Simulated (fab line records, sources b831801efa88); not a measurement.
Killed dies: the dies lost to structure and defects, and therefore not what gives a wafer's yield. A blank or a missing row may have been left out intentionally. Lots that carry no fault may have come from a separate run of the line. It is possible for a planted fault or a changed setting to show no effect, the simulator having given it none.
What tool caused it? | flow sfq_line | Sampling: 14 lots, 42 wafers, 2 of 325 route steps

== WHAT EACH GAUGE READ, for each wafer ==
SFQ_M2_RS_MEAS_914: the measuring method here is four-point-probe. Usual: for M2_NB_RS the level is 0.889 ohm/sq and the standard deviation is 0.0093.
lot  | measured     | on            | M2_NB_RS (ohm/sq) | flag
L334 | day 16 23:53 | film_metro-02 | 0.911 0.906 0.903 |
L335 | day 17 08:30 | film_metro-01 | 0.897 0.896 0.894 |
L336 | day 17 23:56 | film_metro-01 | 0.895 0.899 0.888 |
L337 | day 18 02:20 | film_metro-03 | 0.881 0.881 0.888 |
L338 | day 18 07:17 | film_metro-03 | 0.887 0.892 0.896 |
L339 | day 18 17:32 | film_metro-02 | 0.887 0.895 0.891 |
L340 | day 19 04:55 | film_metro-02 | 0.903 0.899 0.900 |
L341 | day 19 09:08 | film_metro-01 | 0.890 0.894 0.903 |
L343 | day 20 10:19 | film_metro-03 | 0.890 0.892 0.883 |
L345 | day 21 11:29 | film_metro-02 | 0.892 0.879 0.888 |
L350 | day 23 05:28 | film_metro-03 | 0.599 0.600 0.913 | OFF
L351 | day 23 15:25 | film_metro-02 | 0.879 0.878 0.879 |
L352 | day 24 05:52 | film_metro-01 | 0.590 0.893 0.592 | OFF
L357 | day 26 13:19 | film_metro-01 | 0.874 0.872 0.871 |

== WHAT TOOL EACH LOT RAN ON (gives the tool, then ch and the chambers of the sampled wafers, and finally the start) ==
lot  | SFQ_TRILAYER_M2_DEP_SPUTTER_055
L334 | pvd_sputter-05, day 16 23:46
L335 | pvd_sputter-06, day 17 08:21
L336 | pvd_sputter-04, day 17 23:51
L337 | pvd_sputter-04, day 18 02:15
L338 | pvd_sputter-04, day 18 07:12
L339 | pvd_sputter-04, day 18 17:25
L340 | pvd_sputter-06, day 19 04:48
L341 | pvd_sputter-06, day 19 09:00
L343 | pvd_sputter-06, day 20 10:13
L345 | pvd_sputter-06, day 21 11:24
L350 | pvd_sputter-04, day 23 05:22
L351 | pvd_sputter-06, day 23 15:20
L352 | pvd_sputter-04, day 24 05:46
L357 | pvd_sputter-06, day 26 13:13
- SFQ_TRILAYER_M2_DEP_SPUTTER_055: material Nb, target thk 200 nm, time 133.3 s.

== WHAT THE TOOLS THEMSELVES READ (means of the sampled wafers that have a number; where no wafer has one, the mark that the record gives instead) ==
SFQ_TRILAYER_M2_DEP_SPUTTER_055. Usual: cathode_dc_power_W 1999.9 W, standard deviation 0.32; throttle_valve_pct 30.7 %, standard deviation 0.86.
lot  | tool           | cathode_dc_power_W (W) | throttle_valve_pct (%) | flag
L334 | pvd_sputter-05 | 2000.0                 | 30.6                   |
L335 | pvd_sputter-06 | 2000.3                 | 32.2                   |
L336 | pvd_sputter-04 | 1999.8                 | 30.3                   |
L337 | pvd_sputter-04 | 1999.8                 | 30.4                   |
L338 | pvd_sputter-04 | 2000.0                 | 30.2                   |
L339 | pvd_sputter-04 | 1999.7                 | 30.6                   |
L340 | pvd_sputter-06 | 2000.1                 | 32.1                   |
L341 | pvd_sputter-06 | 1999.9                 | 32.0                   |
L343 | pvd_sputter-06 | 1999.9                 | 31.5                   |
L345 | pvd_sputter-06 | 1999.5                 | 31.5                   |
L350 | pvd_sputter-04 | 2000.3                 | 30.4                   |
L351 | pvd_sputter-06 | 1999.9                 | 31.7                   |
L352 | pvd_sputter-04 | 1999.9                 | 30.3                   |
L357 | pvd_sputter-06 | 1999.8                 | 31.6                   |

== THE ANSWER, worked out from the rows above alone ==
Rule: a lot is off if the mean of its wafers that have a number lies more than 3 standard deviations from the usual mean. A lot without any number at a reading at which 4 lots or more have one is off too. Where the step has rows for the other lots, those lots are counted as sound. After the gauges, taken in route order, come the tools' own readings; for these a lot's mean is taken, as printed above. The first step at which some lot is off is used, and at that step the reading that is off furthest; a lot without a number counts as furthest.
Off: L350, L352, at SFQ_M2_RS_MEAS_914 (M2_NB_RS).
A tool fits if, at a process step before that reading, it ran every lot that is off, and no sound lot after the first of them. Those tools and the gauges at SFQ_M2_RS_MEAS_914 are tried in the same way. One candidate fits, namely pvd_sputter-04 at SFQ_TRILAYER_M2_DEP_SPUTTER_055. Its last sound lot is L339 (day 18 17:25), its first lot that is off L350 (day 23 05:22): a fault that began between those two fits.

== WHAT HAD BEEN PUT IN BY THE SIMULATOR ==
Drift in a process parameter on pvd_sputter-04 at SFQ_TRILAYER_M2_DEP_SPUTTER_055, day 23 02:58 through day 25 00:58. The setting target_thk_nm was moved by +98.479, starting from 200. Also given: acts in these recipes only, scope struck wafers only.
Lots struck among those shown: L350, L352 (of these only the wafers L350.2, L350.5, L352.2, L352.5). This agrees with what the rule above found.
